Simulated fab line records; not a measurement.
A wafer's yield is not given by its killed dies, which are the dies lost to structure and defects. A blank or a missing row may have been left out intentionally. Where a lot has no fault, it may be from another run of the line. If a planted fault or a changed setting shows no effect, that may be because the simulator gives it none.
Which tool was responsible? ; flow gf180mcu ; 6 lots, 18 wafers sampled, at 2 steps of a route of 602

## WHAT EACH GAUGE READ, for each wafer
GF_HV_LDD_TW_MEAS_50.
lot;measured;on;HV_LDD_4_TW
L566;day 13 02:26;filmMetro-01;568 572 568
L570;day 14 16:19;filmMetro-02;572 570 574
L574;day 16 14:35;filmMetro-02;572 573 571
L576;day 17 01:53;filmMetro-02;571 576 572
L577;day 17 13:24;filmMetro-01;563 561 562
L584;day 19 10:01;filmMetro-02;645 642 648

## WHAT TOOL EACH LOT RAN ON (gives the tool, then ch and the chambers of the sampled wafers, and finally the start)
lot;GF_HV_LDD_IMPLANT_48
L566;implanter-03 ch 0, day 13 02:13
L570;implanter-02 ch 0, day 14 16:04
L574;implanter-03 ch 0, day 16 14:22
L576;implanter-04 ch 0, day 17 01:40
L577;implanter-03 ch 0, day 17 13:11
L584;implanter-03 ch 0, day 19 09:48
- GF_HV_LDD_IMPLANT_48

## THE ANSWER, worked out from the rows above alone
Rule: usual is defined by the lots themselves. Put in order of their means at a reading, lots are off if they are a third of the lots or fewer, leave a main group of 4 or more, and stand apart from it by a gap of 3 or more times the standard deviation of the main group's means; of several such gaps the widest counts. A main group is skipped when, at the precision printed for the reading in the tables above, its means are all equal. A lot without any number at a reading at which 4 lots or more have one is off too. Any other lot the step has rows for is counted as sound.
Off: at GF_HV_LDD_TW_MEAS_50 (HV_LDD_4_TW), L584. For the main group the mean is 570 and the standard deviation 4.
A tool fits if, at a process step before that reading, it ran every lot that is off, and no sound lot after the first of them. Those tools and the gauges at GF_HV_LDD_TW_MEAS_50 are tried in the same way. 2 tools fit, implanter-03 at GF_HV_LDD_IMPLANT_48 and filmMetro-02 at GF_HV_LDD_TW_MEAS_50, so this cannot tell which one it is.

## WHAT THE SIMULATOR HAD INSERTED
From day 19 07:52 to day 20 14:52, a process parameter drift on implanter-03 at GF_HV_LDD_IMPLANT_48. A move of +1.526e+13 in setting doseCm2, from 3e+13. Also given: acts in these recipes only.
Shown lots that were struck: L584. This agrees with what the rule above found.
